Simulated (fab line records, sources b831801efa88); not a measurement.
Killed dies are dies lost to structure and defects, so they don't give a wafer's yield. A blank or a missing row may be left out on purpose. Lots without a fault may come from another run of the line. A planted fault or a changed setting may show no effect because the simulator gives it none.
Which tool did it? | flow sky130 | 13 lots, 39 wafers sampled, at 4 steps of a route of 708

WHAT THE GAUGES READ, wafer by wafer
SKY_POLY_CUT_OVL_MEAS_09.
lot  | measured     | on         | POLY_CUT_OVL (nm)
L918 | day 24 19:53 | overlay-02 | 1 2 1
L919 | day 24 23:35 | overlay-02 | 4 12 12
L920 | day 25 08:01 | overlay-01 | -2 1 -3
L921 | day 25 12:41 | overlay-01 | 3 15 5
L922 | day 26 18:48 | overlay-02 | 10 0 -1
L933 | day 29 21:23 | overlay-02 | -7 7 -6
L935 | day 30 14:56 | overlay-02 | 3 3 2
L934 | day 30 16:51 | overlay-01 | -3 0 2
L936 | day 30 20:20 | overlay-01 | 11 7 5
L937 | day 31 22:22 | overlay-01 | 5 -4 5
L939 | day 32 00:28 | overlay-01 | 1 0 3
L938 | day 32 01:08 | overlay-02 | 1 -2 3
L940 | day 32 07:17 | overlay-02 | 2 5 -3

SKY_SD_N_TW_MEAS_12.
lot  | measured     | on            | SD_N_TW
L918 | day 28 10:50 | film_metro-02 | 3981 3975 3962
L919 | day 28 13:44 | film_metro-04 | 3965 3951 3960
L920 | day 28 23:23 | film_metro-04 | 3951 3971 3954
L921 | day 29 03:38 | film_metro-03 | 30 30 30
L922 | day 30 08:40 | film_metro-04 | 3929 3932 3933
L933 | day 33 07:40 | film_metro-03 | 3983 3952 3964
L935 | day 34 01:05 | film_metro-03 | 4017 4018 4009
L934 | day 34 03:13 | film_metro-02 | 3957 3989 3977
L936 | day 34 06:35 | film_metro-02 | 3987 3987 3972
L937 | day 35 06:53 | film_metro-02 | 3936 3965 3948
L939 | day 35 09:25 | film_metro-02 | 3970 3955 3970
L938 | day 35 10:24 | film_metro-04 | 3947 3981 3951
L940 | day 35 14:11 | film_metro-03 | 3989 3988 3965

WHICH TOOL RAN EACH LOT (tool, then ch and the chambers of the sampled wafers, then the start)
lot  | SKY_RES_XHIGH_STRIP_08               | SKY_SD_N_STRIP_11
L918 | plasma_asher-01 ch 0,1, day 27 06:12 | plasma_asher-01 ch 0,1, day 28 10:44
L919 | plasma_asher-01 ch 0, day 27 09:12   | plasma_asher-03 ch 0,1, day 28 13:37
L920 | plasma_asher-03 ch 0,1, day 27 18:04 | plasma_asher-03 ch 0,1, day 28 23:17
L921 | plasma_asher-03 ch 0,1, day 27 23:16 | plasma_asher-01 ch 0,1, day 29 03:32
L922 | plasma_asher-01 ch 0,1, day 29 04:01 | plasma_asher-03 ch 0,1, day 30 08:34
L933 | plasma_asher-04 ch 0,1, day 32 04:39 | plasma_asher-02 ch 0,1, day 33 07:34
L935 | plasma_asher-03 ch 0,1, day 32 21:25 | plasma_asher-03 ch 0,1, day 34 00:58
L934 | plasma_asher-03 ch 0,1, day 32 23:51 | plasma_asher-02 ch 0,1, day 34 03:07
L936 | plasma_asher-04 ch 0,1, day 33 03:31 | plasma_asher-02 ch 0,1, day 34 06:29
L937 | plasma_asher-01 ch 0,1, day 34 04:06 | plasma_asher-01 ch 0,1, day 35 06:46
L939 | plasma_asher-03 ch 0,1, day 34 07:15 | plasma_asher-03 ch 0,1, day 35 09:19
L938 | plasma_asher-04 ch 0,1, day 34 07:54 | plasma_asher-01 ch 0,1, day 35 10:19
L940 | plasma_asher-03 ch 0,1, day 34 11:16 | plasma_asher-01 ch 0,1, day 35 14:04
- SKY_RES_XHIGH_STRIP_08: strips in O2/N2.
- SKY_SD_N_STRIP_11: strips in O2/N2.

WHAT THE TOOLS THEMSELVES READ (means of the sampled wafers that have a number; where no wafer has one, the mark that the record gives instead)
SKY_RES_XHIGH_STRIP_08.
lot  | tool            | drypump_motor_current_A (A) | n2_flow_sccm (sccm) | oes_product_au (a.u.) | strip_time_to_endpoint_s (s)
L918 | plasma_asher-01 | 5.76                        | 300.9               | 0.708                 | 14.31
L919 | plasma_asher-01 | 5.60                        | 299.9               | 0.708                 | 14.28
L920 | plasma_asher-03 | 5.52                        | 300.0               | 0.710                 | 14.29
L921 | plasma_asher-03 | 5.50                        | 300.9               | 0.937                 | -
L922 | plasma_asher-01 | 5.69                        | 300.1               | 0.711                 | 14.17
L933 | plasma_asher-04 | 6.09                        | 300.3               | 0.712                 | 14.18
L935 | plasma_asher-03 | 5.32                        | 300.1               | 0.708                 | 14.32
L934 | plasma_asher-03 | 5.34                        | 300.3               | 0.714                 | 14.28
L936 | plasma_asher-04 | 6.08                        | 300.5               | 0.716                 | 14.27
L937 | plasma_asher-01 | 5.68                        | 300.9               | 0.710                 | 14.30
L939 | plasma_asher-03 | 5.33                        | 298.6               | 0.710                 | 14.20
L938 | plasma_asher-04 | 6.07                        | 300.0               | 0.711                 | 14.31
L940 | plasma_asher-03 | 5.51                        | 300.6               | 0.711                 | 14.27

SKY_SD_N_STRIP_11.
lot  | tool            | drypump_motor_current_A (A) | n2_flow_sccm (sccm) | oes_product_au (a.u.) | strip_time_to_endpoint_s (s)
L918 | plasma_asher-01 | 5.76                        | 299.0               | 0.534                 | 22.64
L919 | plasma_asher-03 | 5.34                        | 301.0               | 0.527                 | 22.66
L920 | plasma_asher-03 | 5.32                        | 299.9               | 0.531                 | 22.61
L921 | plasma_asher-01 | 5.75                        | 300.3               | 0.555                 | 26.83
L922 | plasma_asher-03 | 5.34                        | 300.1               | 0.526                 | 22.66
L933 | plasma_asher-02 | 5.58                        | 300.3               | 0.528                 | 22.72
L935 | plasma_asher-03 | 5.33                        | 300.3               | 0.527                 | 22.71
L934 | plasma_asher-02 | 5.59                        | 300.2               | 0.530                 | 22.63
L936 | plasma_asher-02 | 5.58                        | 299.6               | 0.534                 | 22.68
L937 | plasma_asher-01 | 5.68                        | 300.2               | 0.521                 | 22.67
L939 | plasma_asher-03 | 5.51                        | 299.8               | 0.528                 | 22.66
L938 | plasma_asher-01 | 5.70                        | 299.8               | 0.525                 | 22.65
L940 | plasma_asher-01 | 5.75                        | 301.0               | 0.525                 | 22.72

THE ANSWER, worked out from the rows above alone
Rule: what is usual is taken from the lots themselves. Put in order of their means at a reading, lots are off if they are a third of the lots or fewer, leave a main group of 4 or more, and stand apart from it by a gap of 3 or more times the standard deviation of the main group's means; of several such gaps the widest counts. A main group whose means are all the same, to the digits that the tables above print for the reading, isn't used. A lot without any number at a reading at which 4 lots or more have one is off too. The other lots that the step has rows for count as sound. The gauges are gone through in route order, then the tools' own readings, and for those a lot's mean is taken as printed above. The first step at which some lot is off is used, and at that step the reading that is off furthest; a lot without a number counts as furthest.
Off: L921, at SKY_SD_N_TW_MEAS_12 (SD_N_TW). The main group: mean 3968, standard deviation 19.
A tool fits if, at a process step before that reading, it ran every lot that is off, and no sound lot after the first of them. The gauges at SKY_SD_N_TW_MEAS_12 aren't tried: what is off there is off at SKY_RES_XHIGH_STRIP_08 too, on other tools, and a gauge's error can't cause that. None of those tried fits.

WHAT THE SIMULATOR HAD PUT IN
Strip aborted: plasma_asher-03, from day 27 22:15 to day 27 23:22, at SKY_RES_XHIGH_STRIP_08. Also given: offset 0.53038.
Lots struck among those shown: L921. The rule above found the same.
